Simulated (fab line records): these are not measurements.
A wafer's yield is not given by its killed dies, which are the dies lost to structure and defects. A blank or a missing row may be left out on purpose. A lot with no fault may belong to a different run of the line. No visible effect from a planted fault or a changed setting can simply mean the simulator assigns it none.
Chamber matching :: flow sky130 :: cmp-02 running SKY_VIA1_CMP_24: 4 sister chambers
The step polishes, stops on SiO2, t overpolish 15 s, target thk 0 nm. 8 wafers are shown with their chamber, then 6 later ones without.

## WAFERS, EACH WITH ITS CHAMBER
wafer: L867.3
chamber: 3
motor current A (A): 10.4
time to endpoint s (s): 64

wafer: L867.5
chamber: 3
motor current A (A): 9.5
time to endpoint s (s): 67

wafer: L867.6
chamber: 2
motor current A (A): 10.4
time to endpoint s (s): 66

wafer: L868.5
chamber: 2
motor current A (A): 10.2
time to endpoint s (s): 65

wafer: L869.2
chamber: 1
motor current A (A): 12.8
time to endpoint s (s): 64

wafer: L869.5
chamber: 0
motor current A (A): 11.4
time to endpoint s (s): 60

wafer: L870.2
chamber: 1
motor current A (A): 13.3
time to endpoint s (s): 60

wafer: L870.5
chamber: 0
motor current A (A): 11.7
time to endpoint s (s): 62

## WAFERS WITHOUT THEIR CHAMBER
wafer: L870.6
motor current A (A): 13.1
time to endpoint s (s): 62

wafer: L871.1
motor current A (A): 10.7
time to endpoint s (s): 71

wafer: L871.2
motor current A (A): 11.8
time to endpoint s (s): 66

wafer: L871.3
motor current A (A): 13.1
time to endpoint s (s): 63

wafer: L876.3
motor current A (A): 13.2
time to endpoint s (s): 61

wafer: L879.6
motor current A (A): 12.0
time to endpoint s (s): 61

## WHICH CHAMBER EACH WENT THROUGH
wafer: L870.6
from the rows above: 1
in truth: 1

wafer: L871.1
from the rows above: can't be placed: 2 or 3
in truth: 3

wafer: L871.2
from the rows above: can't be placed: 0 or 1 or 2
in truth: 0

wafer: L871.3
from the rows above: 1
in truth: 1

wafer: L876.3
from the rows above: 1
in truth: 1

wafer: L879.6
from the rows above: can't be placed: 0 or 1
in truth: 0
Placed correctly: 3 of 6. Cannot be placed on the basis of these rows: 3; the candidates contain the true chamber in 3. 0 placed wrongly.
How it was worked out, from the rows above alone: a wafer's distance from a chamber is the root of the sum, over the readings, of the square of ((its reading less the chamber's mean) divided by the reading's scatter). If the next closest chamber is less than 2 further off than the closest, the wafer can't be placed; otherwise it belongs to the closest. A chamber's mean is the mean of its shown wafers. The scatter: take each reading less its chamber's mean, square it, sum over the shown wafers, divide by the number of wafers less the number of chambers, and take the root.
